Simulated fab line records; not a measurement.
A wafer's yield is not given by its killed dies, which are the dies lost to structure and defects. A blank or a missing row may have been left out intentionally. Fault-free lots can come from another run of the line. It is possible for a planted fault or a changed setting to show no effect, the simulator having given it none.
Chamber matching	flow sky130	SKY_SONOS_ONO_ETCH_15 on rie-diel-01 has 4 sister chambers
The step etches the open film in CHF3/O2, target depth 19.52 nm, time 7.8 s. 4 wafers are shown with their chamber, then 9 later ones without.

== WAFERS PAIRED WITH THEIR CHAMBERS ==
wafer	chamber	drypump-motor-current-A (A)
L085.3	0	5.5
L085.6	2	6.0
L083.3	1	5.9
L083.5	3	6.0

== WAFERS WITH NO CHAMBER GIVEN ==
wafer	drypump-motor-current-A (A)
L090.2	5.9
L090.3	5.9
L090.5	6.0
L091.2	5.5
L091.5	6.0
L091.6	5.5
L094.3	5.9
L094.4	6.1
L094.5	5.5

== EACH ONE'S CHAMBER ==
wafer	from the rows above	in truth
L090.2	1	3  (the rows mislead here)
L090.3	1	1
L090.5	can't be placed: 2 or 3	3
L091.2	0	0
L091.5	can't be placed: 2 or 3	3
L091.6	0	0
L094.3	1	1
L094.4	can't be placed: 2 or 3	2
L094.5	0	0
Correct placement for 5 of the 9. Unplaceable from these rows: 3, with the true chamber sitting among the candidates in 3. Placed wrongly: 1.
How it was worked out, from the rows above alone: a wafer's distance from a chamber is the root of the sum, over the readings, of the square of ((its reading less the chamber's mean) divided by the reading's scatter). The wafer belongs to the nearest chamber; if the next one is less than 2 further off, it can't be placed. The mean given for a chamber averages the wafers shown for that chamber. The scatter: with one shown wafer a chamber, the root of the mean of the squares of how far each hidden wafer lies from its nearest shown one.
